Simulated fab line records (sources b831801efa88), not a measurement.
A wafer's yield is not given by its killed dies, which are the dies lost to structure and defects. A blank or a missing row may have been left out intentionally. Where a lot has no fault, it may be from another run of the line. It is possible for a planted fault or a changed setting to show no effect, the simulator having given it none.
Which tool is to blame?	flow sky130	Sampling: 24 lots, 72 wafers, 6 of 708 route steps

WHAT THE GAUGES READ, wafer by wafer
SKY_LOCAL_INTERCONNECT_OVL_MEAS_12.
lot	measured	on	LOCAL_INTERCONNECT_OVL (nm)
L074	day 30 14:24	overlay-02	2 8 -3
L076	day 31 11:29	overlay-01	6 8 10
L075	day 31 13:27	overlay-02	5 8 7
L078	day 31 21:11	overlay-02	1 -5 0
L077	day 31 23:01	overlay-01	0 7 3
L079	day 32 02:35	overlay-02	1 -3 3
L080	day 32 19:45	overlay-02	0 -7 5
L081	day 33 04:23	overlay-02	8 6 4
L082	day 33 06:38	overlay-01	6 8 10
L083	day 33 07:43	overlay-02	14 11 15
L084	day 33 20:07	overlay-02	-2 5 6
L085	day 34 06:18	overlay-01	-3 0 7
L086	day 34 10:35	overlay-01	-2 5 -3
L087	day 34 19:02	overlay-01	0 -8 -4
L088	day 34 22:23	overlay-02	3 2 3
L089	day 35 07:29	overlay-01	-2 3 1
L090	day 35 11:09	overlay-02	9 7 6
L091	day 35 22:47	overlay-02	0 3 2
L092	day 36 07:00	overlay-01	10 5 7
L093	day 36 14:32	overlay-02	2 2 1
L094	day 36 15:29	overlay-02	3 -2 -1
L095	day 37 01:14	overlay-02	-3 1 -1
L096	day 37 03:31	overlay-01	-2 4 -4
L097	day 37 15:50	overlay-01	5 -1 3

SKY_VIA2_OVL_MEAS_13.
lot	measured	on	VIA2_OVL (nm)
L074	day 36 10:38	overlay-02	1 -3 0
L076	day 37 07:41	overlay-01	2 3 1
L075	day 37 09:32	overlay-01	5 11 0
L078	day 37 16:07	overlay-02	10 -2 3
L077	day 37 20:02	overlay-02	10 16 15
L079	day 37 20:59	overlay-01	7 0 7
L080	day 38 16:09	overlay-01	5 0 5
L081	day 38 21:48	overlay-01	14 3 19
L082	day 38 23:23	overlay-02	12 10 -1
L083	day 39 01:18	overlay-02	7 5 8
L084	day 39 12:29	overlay-02	6 16 3
L085	day 39 21:42	overlay-02	-17 1 -3
L086	day 40 02:46	overlay-01	7 10 2
L087	day 40 11:09	overlay-01	12 5 5
L088	day 40 12:32	overlay-02	4 4 -4
L089	day 40 21:18	overlay-02	-1 6 -4
L090	day 41 00:42	overlay-01	1 2 -3
L091	day 41 13:14	overlay-02	-7 -9 -10
L092	day 41 19:15	overlay-02	4 7 6
L093	day 42 03:49	overlay-02	1 0 -10
L094	day 42 04:23	overlay-01	0 3 3
L095	day 42 14:07	overlay-01	17 -2 2
L096	day 42 14:59	overlay-02	1 -4 -4
L097	day 43 01:01	overlay-02	-11 -16 -3

SKY_VIA4_THK_MEAS_20: measures by xrf.
lot	measured	on	VIA4_W_THK (nm)
L074	day 42 23:08	film_metro-02	498 497 494
L076	day 43 17:46	film_metro-01	502 490 492
L075	day 43 20:17	film_metro-02	500 516 513
L078	day 44 01:52	film_metro-04	501 498 502
L077	day 44 06:40	film_metro-04	490 510 510
L079	day 44 07:19	film_metro-02	516 501 518
L080	day 44 23:27	film_metro-04	520 495 519
L081	day 45 03:05	film_metro-04	497 501 522
L082	day 45 04:56	film_metro-01	511 506 495
L083	day 45 07:25	film_metro-04	511 504 510
L084	day 45 16:22	film_metro-04	496 507 511
L085	day 46 01:03	film_metro-01	495 517 495
L086	day 46 05:28	film_metro-04	517 499 500
L087	day 46 11:19	film_metro-04	506 498 489
L088	day 46 12:21	film_metro-02	498 518 513
L089	day 46 21:56	film_metro-02	515 497 497
L090	day 46 23:59	film_metro-02	509 495 513
L091	day 47 11:10	film_metro-04	492 501 520
L092	day 47 15:59	film_metro-04	511 506 491
L093	day 47 22:52	film_metro-04	512 505 493
L094	day 48 00:05	film_metro-01	495 507 499
L095	day 48 05:01	film_metro-02	494 514 494
L096	day 48 08:34	film_metro-04	496 499 499
L097	day 48 17:08	film_metro-04	490 501 494

EACH LOT AND THE TOOL THAT RAN IT (in order: tool; ch and the chambers of the sampled wafers; start)
lot	SKY_VIA3_ETCH_15	SKY_CAP2M_CVD_00	SKY_METAL4_DESCUM_15
L074	rie_diel-04 ch 0,2,3, day 39 18:43	pecvd-04 ch 0,2, day 39 20:11	rie_metal-02 ch 0, day 41 21:47
L076	rie_diel-01 ch 0,2,3, day 40 14:28	pecvd-02 ch 0,2, day 40 15:56	rie_metal-02 ch 0,1, day 42 16:32
L075	rie_diel-01 ch 0,1,2, day 40 17:07	pecvd-02 ch 0,2, day 40 18:35	rie_metal-02 ch 0,1, day 42 18:26
L078	rie_diel-01 ch 0,1,2, day 40 22:26	pecvd-03 ch 0,2, day 41 00:00	rie_metal-01 ch 0,1, day 43 00:32
L077	rie_diel-01 ch 0,2,3, day 41 02:58	pecvd-02 ch 1,2, day 41 04:32	rie_metal-04 ch 0,1, day 43 04:44
L079	rie_diel-04 ch 0,1,2, day 41 04:05	pecvd-03 ch 0,2, day 41 05:34	rie_metal-01 ch 0,1, day 43 05:59
L080	rie_diel-03 ch 0,3, day 41 21:07	pecvd-04 ch 0,1,2, day 41 22:37	rie_metal-04 ch 1, day 43 22:01
L081	rie_diel-04 ch 0,2,3, day 42 02:47	pecvd-02 ch 1,2, day 42 04:15	rie_metal-02 ch 0,1, day 44 02:39
L082	rie_diel-04 ch 0,2,3, day 42 05:20	pecvd-04 ch 0,2, day 42 06:48	rie_metal-01 ch 0,1, day 44 05:08
L083	rie_diel-01 ch 0,1,3, day 42 06:49	pecvd-02 ch 0,1,2, day 42 08:38	rie_metal-04 ch 1, day 44 07:05
L084	rie_diel-03 ch 0,1,2, day 42 16:49	pecvd-02 ch 1,2, day 42 18:24	rie_metal-01 ch 0,1, day 44 16:20
L085	rie_diel-04 ch 1,2,3, day 43 01:32	pecvd-03 ch 0,2, day 43 03:01	rie_metal-04 ch 0,1, day 45 01:06
L086	rie_diel-04 ch 1,2, day 43 06:41	pecvd-02 ch 0,2, day 43 08:10	rie_metal-04 ch 0,1, day 45 06:23
L087	rie_diel-04 ch 0,1,3, day 43 14:31	pecvd-02 ch 0,1,2, day 43 16:05	rie_metal-04 ch 0, day 45 12:24
L088	rie_diel-03 ch 2,3, day 43 15:49	pecvd-04 ch 0,1,2, day 43 17:17	rie_metal-01 ch 0,1, day 45 13:36
L089	rie_diel-04 ch 0,2,3, day 43 23:38	pecvd-03 ch 1,2, day 44 01:48	rie_metal-04 ch 1, day 45 22:36
L090	rie_diel-01 ch 0,2, day 44 02:34	pecvd-04 ch 0,2, day 44 04:37	rie_metal-01 ch 0,1, day 46 00:35
L091	rie_diel-01 ch 0,2,3, day 44 14:46	pecvd-02 ch 1,2, day 44 16:16	rie_metal-02 ch 0,1, day 46 11:32
L092	rie_diel-01 ch 0,3, day 44 20:55	pecvd-02 ch 0,1,2, day 44 22:24	rie_metal-02 ch 0,1, day 46 17:03
L093	rie_diel-04 ch 1,2,3, day 45 03:52	pecvd-03 ch 0,2, day 45 05:23	rie_metal-02 ch 0,1, day 47 00:05
L094	rie_diel-03 ch 0,1,3, day 45 04:13	pecvd-02 ch 0,1,2, day 45 05:44	rie_metal-01 ch 0,1, day 47 01:36
L095	rie_diel-01 ch 0,1, day 45 12:29	pecvd-04 ch 1,2, day 45 13:57	rie_metal-01 ch 0,1, day 47 07:35
L096	rie_diel-04 ch 0,3, day 45 14:47	pecvd-02 ch 0,2, day 45 16:15	rie_metal-01 ch 0,1, day 47 10:11
L097	rie_diel-03 ch 2,3, day 45 23:07	pecvd-04 ch 1,2, day 46 01:11	rie_metal-04 ch 0,1, day 47 18:56
- SKY_VIA3_ETCH_15: etches SiO2 in C4F8/O2/Ar, stops on TiN, target depth 507 nm, time 78 s.
- SKY_CAP2M_CVD_00: deposits SiO2, target thk 15.5 nm.
- SKY_METAL4_DESCUM_15: chemistry O2, time 8 s.

AS READ BY THE TOOLS THEMSELVES (means over the sampled wafers that have a number; for cases with no such wafer, the mark the record gives instead)
SKY_VIA3_ETCH_15.
lot	tool	oes_product_au (a.u.)	rf_fwd_power_W (W)
L074	rie_diel-04	0.944	1484
L076	rie_diel-01	0.951	1490
L075	rie_diel-01	0.944	1490
L078	rie_diel-01	0.949	1494
L077	rie_diel-01	0.949	1485
L079	rie_diel-04	0.951	1486
L080	rie_diel-03	0.948	1493
L081	rie_diel-04	0.948	1491
L082	rie_diel-04	0.949	1486
L083	rie_diel-01	0.948	1493
L084	rie_diel-03	0.946	1484
L085	rie_diel-04	0.949	1484
L086	rie_diel-04	0.946	1486
L087	rie_diel-04	0.949	1489
L088	rie_diel-03	0.945	1487
L089	rie_diel-04	0.946	1489
L090	rie_diel-01	0.950	1491
L091	rie_diel-01	0.947	1484
L092	rie_diel-01	0.946	1486
L093	rie_diel-04	0.943	1485
L094	rie_diel-03	0.946	1491
L095	rie_diel-01	0.948	1491
L096	rie_diel-04	0.948	1487
L097	rie_diel-03	0.948	1490

SKY_CAP2M_CVD_00.
lot	tool	heater_power_outer_w (W)	heater_power_w (W)	rf_fwd_power_W (W)
L074	pecvd-04	344	602	440.7
L076	pecvd-02	417	706	444.0
L075	pecvd-02	452	753	442.9
L078	pecvd-03	424	699	442.9
L077	pecvd-02	440	739	444.4
L079	pecvd-03	367	606	441.2
L080	pecvd-04	372	671	440.5
L081	pecvd-02	496	815	442.5
L082	pecvd-04	354	617	440.6
L083	pecvd-02	485	819	444.5
L084	pecvd-02	504	825	441.2
L085	pecvd-03	380	630	441.0
L086	pecvd-02	439	742	443.2
L087	pecvd-02	421	716	442.7
L088	pecvd-04	390	688	438.9
L089	pecvd-03	457	750	442.8
L090	pecvd-04	345	617	439.6
L091	pecvd-02	516	840	443.0
L092	pecvd-02	510	826	444.4
L093	pecvd-03	401	664	443.6
L094	pecvd-02	478	786	442.1
L095	pecvd-04	403	706	440.3
L096	pecvd-02	462	776	444.3
L097	pecvd-04	415	720	440.4

SKY_METAL4_DESCUM_15.
lot	tool	drypump_motor_current_A (A)	he_backside_leak_sccm (sccm)	oes_product_au (a.u.)	rf_fwd_power_W (W)
L074	rie_metal-02	5.65	3.46	0.996	148.0
L076	rie_metal-02	5.45	3.45	1.008	148.7
L075	rie_metal-02	5.46	3.45	1.005	148.8
L078	rie_metal-01	5.36	3.28	0.997	147.7
L077	rie_metal-04	5.76	3.41	1.002	146.9
L079	rie_metal-01	5.37	3.35	0.993	147.4
L080	rie_metal-04	5.96	3.65	0.994	147.0
L081	rie_metal-02	5.46	3.41	1.005	148.1
L082	rie_metal-01	5.30	3.18	0.993	147.6
L083	rie_metal-04	5.99	3.61	0.999	147.0
L084	rie_metal-01	5.38	3.21	1.001	147.4
L085	rie_metal-04	5.71	3.48	1.002	147.5
L086	rie_metal-04	5.74	3.47	0.993	147.1
L087	rie_metal-04	5.20	3.10	1.001	147.8
L088	rie_metal-01	5.32	3.40	0.990	147.1
L089	rie_metal-04	5.99	3.65	0.998	146.3
L090	rie_metal-01	5.36	3.20	0.996	147.6
L091	rie_metal-02	5.45	3.63	1.010	148.4
L092	rie_metal-02	5.46	3.47	1.009	148.4
L093	rie_metal-02	5.45	3.35	1.001	148.6
L094	rie_metal-01	5.36	3.27	1.003	148.3
L095	rie_metal-01	5.37	3.21	1.004	148.0
L096	rie_metal-01	5.36	3.17	0.991	148.4
L097	rie_metal-04	5.47	3.35	1.014	147.3

THE ANSWER, worked out from the rows above alone
Rule: usual is defined by the lots themselves. The widest of any qualifying gaps counts: lots, ordered by their means at a reading, are off when they make up no more than a third of the lots, leave a main group of 4 or more, and stand apart from it by 3 or more times the standard deviation of that group's means. Not used: any main group whose means are identical at the precision the tables above print for the reading. Also off: a lot with no number at a reading for which 4 or more lots have one. Any other lot the step has rows for is counted as sound. After the gauges, taken in route order, come the tools' own readings; for these a lot's mean is taken, as printed above. The first step at which some lot is off is used, and at that step the reading that is off furthest; a lot without a number counts as furthest.
Across all readings shown, no lot is off: no conclusion can be drawn from this.

WHAT THE SIMULATOR HAD PUT IN
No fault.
